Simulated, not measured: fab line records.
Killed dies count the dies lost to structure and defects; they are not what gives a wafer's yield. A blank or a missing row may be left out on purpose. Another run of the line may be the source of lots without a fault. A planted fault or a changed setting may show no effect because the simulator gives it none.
Which tool is to blame? | flow sfq-line | 14 lots, 42 wafers sampled, at 2 steps of a route of 325

WHAT EACH GAUGE READ, for each wafer
Not one reading of a measure or inspect step in the record can be checked against a usual standard deviation.

EACH LOT AND THE TOOL THAT RAN IT (in order: tool; ch and the chambers of the sampled wafers; start)
lot  | SFQ_TRILAYER_I6_DEP_PECVD_165   | SFQ_TRILAYER_I6_CMP_CMP_166
L129 | pecvd-04 ch 0,1,2, day 68 11:34 | cmp-02 ch 2,3, day 68 13:44
L130 | pecvd-02 ch 0,1,2, day 68 13:58 | cmp-01 ch 0,1,2, day 68 15:19
L131 | pecvd-04 ch 1,2, day 68 16:22   | cmp-01 ch 0,1,3, day 68 18:49
L132 | pecvd-02 ch 0,2, day 68 17:41   | cmp-02 ch 0,1,2, day 68 20:14
L136 | pecvd-04 ch 0,1,2, day 72 03:50 | cmp-02 ch 1,3, day 72 05:37
L138 | pecvd-04 ch 0,1,2, day 74 15:02 | cmp-02 ch 1,2,3, day 74 21:16
L140 | pecvd-03 ch 0,1, day 76 03:27   | cmp-02 ch 2,3, day 76 04:04
L143 | pecvd-03 ch 0,1, day 76 10:39   | cmp-02 ch 2,3, day 76 11:20
L144 | pecvd-02 ch 0,1,2, day 76 12:38 | cmp-01 ch 2,3, day 76 13:47
L145 | pecvd-04 ch 0,1,2, day 76 16:07 | cmp-01 ch 1,2, day 76 16:17
L147 | pecvd-02 ch 0,1, day 77 07:58   | cmp-02 ch 0,1,2, day 77 08:32
L149 | pecvd-02 ch 0,1,2, day 77 20:32 | cmp-01 ch 0,1,2, day 77 20:37
L150 | pecvd-02 ch 1,2, day 77 22:56   | cmp-01 ch 0,1,3, day 77 23:37
L152 | pecvd-02 ch 1,2, day 78 05:43   | cmp-01 ch 1,2, day 78 06:30
- SFQ_TRILAYER_I6_DEP_PECVD_165: deposits SiO2 from SiH4/N2O, time 111.11 s, target thk 500 nm.
- SFQ_TRILAYER_I6_CMP_CMP_166: polishes SiO2.

AS READ BY THE TOOLS THEMSELVES (means over the sampled wafers that have a number; for cases with no such wafer, the mark the record gives instead)
SFQ_TRILAYER_I6_DEP_PECVD_165. Usual: heater-power-w 81 W, standard deviation 13; run-length-s 139.0 s, standard deviation 0.52; throttle-valve-pct 25.6 %, standard deviation 1.5.
lot  | tool     | heater-power-w (W) | run-length-s (s) | throttle-valve-pct (%) | flag
L129 | pecvd-04 | 71                 | 139.1            | 26.8                   |
L130 | pecvd-02 | 82                 | 139.5            | 25.0                   |
L131 | pecvd-04 | 84                 | 138.8            | 26.0                   |
L132 | pecvd-02 | 92                 | 138.8            | 25.8                   |
L136 | pecvd-04 | 72                 | 139.0            | 26.8                   |
L138 | pecvd-04 | 70                 | 139.1            | 26.8                   |
L140 | pecvd-03 | 76                 | 145.9            | 24.3                   | OFF
L143 | pecvd-03 | 80                 | 146.2            | 24.4                   | OFF
L144 | pecvd-02 | 89                 | 138.8            | 25.6                   |
L145 | pecvd-04 | 73                 | 139.1            | 26.9                   |
L147 | pecvd-02 | 76                 | 139.2            | 24.8                   |
L149 | pecvd-02 | 85                 | 139.0            | 25.7                   |
L150 | pecvd-02 | 88                 | 138.8            | 25.2                   |
L152 | pecvd-02 | 90                 | 138.8            | 26.1                   |

SFQ_TRILAYER_I6_CMP_CMP_166. Usual: motor-current-A 10.3 A, standard deviation 1.2; time-to-endpoint-s 214 s, standard deviation 6.2.
lot  | tool   | motor-current-A (A) | time-to-endpoint-s (s) | flag
L129 | cmp-02 | 11.2                | 215                    |
L130 | cmp-01 | 9.7                 | 217                    |
L131 | cmp-01 | 10.7                | 214                    |
L132 | cmp-02 | 10.6                | 217                    |
L136 | cmp-02 | 11.6                | 213                    |
L138 | cmp-02 | 11.3                | 207                    |
L140 | cmp-02 | 11.0                | 243                    | OFF
L143 | cmp-02 | 11.2                | 239                    | OFF
L144 | cmp-01 | 8.7                 | 212                    |
L145 | cmp-01 | 9.4                 | 217                    |
L147 | cmp-02 | 10.5                | 217                    |
L149 | cmp-01 | 9.7                 | 198                    |
L150 | cmp-01 | 10.4                | 214                    |
L152 | cmp-01 | 9.6                 | 212                    |

THE ANSWER, worked out from the rows above alone
Rule: a lot counts as off when the mean over its wafers that have a number is more than 3 standard deviations away from the usual mean. A lot without any number at a reading at which 4 lots or more have one is off too. Any other lot the step has rows for is counted as sound. First the gauges in route order, then the tools' own readings, where a lot's mean is used as printed above. The first step at which some lot is off is used, and at that step the reading that is off furthest; a lot without a number counts as furthest.
Off: L140, L143 (SFQ_TRILAYER_I6_DEP_PECVD_165, run-length-s).
If a tool, at that step or one of the process steps before it, ran each lot that is off and ran no sound lot following the first of them, it fits. One fits: pecvd-03 at SFQ_TRILAYER_I6_DEP_PECVD_165. It ran no sound lot before its first lot that is off in this sample, so the start can't be narrowed down.
The tool's own readings at SFQ_TRILAYER_I6_DEP_PECVD_165 bear it out: on the lots that are off they differ by more than 5 times the standard deviation of the sound lots' means. run-length-s reads 146.1 s there against 139.0 s on the sound lots.

WHAT THE SIMULATOR HAD INSERTED
pecvd-03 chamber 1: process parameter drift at SFQ_TRILAYER_I6_DEP_PECVD_165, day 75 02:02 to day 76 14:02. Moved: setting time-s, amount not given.
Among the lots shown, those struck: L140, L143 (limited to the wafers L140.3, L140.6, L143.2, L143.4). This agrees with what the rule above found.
